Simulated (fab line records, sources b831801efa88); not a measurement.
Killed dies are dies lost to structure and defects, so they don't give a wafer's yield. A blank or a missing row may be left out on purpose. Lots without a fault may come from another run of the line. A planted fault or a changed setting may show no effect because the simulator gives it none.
Chamber matching | flow sky130 | SKY_LI_CONTACT_CMP_24 on cmp-01: 4 sister chambers
The step polishes, stops on PSG, t overpolish 20 s, target thk 0 nm. 14 wafers are shown with their chamber, then 7 later ones without.

WAFERS WITH THEIR CHAMBER
wafer  | chamber | time_to_endpoint_s (s) | motor_current_A (A) | overpolish_run_s (s)
L619.1 | 3       | 90                     | 11.2                | 20.003
L619.3 | 2       | 101                    | 11.5                | 19.989
L619.4 | 1       | 96                     | 12.4                | 19.986
L623.1 | 0       | 97                     | 12.0                | 19.996
L623.4 | 3       | 93                     | 11.1                | 20.023
L623.5 | 2       | 104                    | 10.8                | 19.996
L624.1 | 1       | 98                     | 12.1                | 19.992
L624.4 | 0       | 95                     | 12.9                | 20.004
L624.5 | 0       | 92                     | 12.6                | 19.998
L634.1 | 1       | 97                     | 13.2                | 19.986
L634.2 | 2       | 101                    | 11.8                | 19.996
L634.6 | 3       | 91                     | 11.1                | 19.993
L640.1 | 0       | 97                     | 12.7                | 19.999
L640.2 | 2       | 105                    | 12.1                | 20.008

SIGNATURES (means of the wafers above)
reading            | chamber 0 | chamber 1 | chamber 2 | chamber 3 | scatter within a chamber
time_to_endpoint_s | 95.25     | 97.00     | 102.75    | 91.33     | 1.9
motor_current_A    | 12.550    | 12.567    | 11.550    | 11.133    | 0.451
overpolish_run_s   | 19.99925  | 19.98800  | 19.99725  | 20.00633  | 0.00844
Rule: a wafer's distance from a chamber is the root of the sum, over the readings, of the square of ((its reading less the chamber's mean) divided by the reading's scatter). The wafer belongs to the nearest chamber; if the next one is less than 2 further off, it can't be placed. The scatter: the root of (the sum of the squares of (reading less its chamber's mean) over the shown wafers, divided by (wafers less chambers)).

WAFERS WITHOUT THEIR CHAMBER
wafer  | time_to_endpoint_s (s) | motor_current_A (A) | overpolish_run_s (s)
L640.4 | 94                     | 11.2                | 20.025
L639.2 | 104                    | 11.0                | 19.999
L639.4 | 98                     | 11.2                | 20.010
L639.6 | 100                    | 12.4                | 19.998
L641.1 | 89                     | 13.1                | 20.000
L641.4 | 95                     | 11.3                | 20.010
L641.5 | 91                     | 11.0                | 19.997

WHICH CHAMBER EACH WENT THROUGH
wafer  | from the rows above               | in truth
L640.4 | can't be placed: 3 or 0           | 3
L639.2 | 2                                 | 2
L639.4 | can't be placed: 2 or 3 or 0 or 1 | 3
L639.6 | can't be placed: 1 or 2 or 0      | 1
L641.1 | can't be placed: 0 or 3 or 1      | 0
L641.4 | can't be placed: 3 or 0 or 1      | 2
L641.5 | 3                                 | 3
Placed correctly: 2 of 7. Can't be placed from these rows: 5 (the true chamber is among the candidates in 4). Placed wrongly: 0.
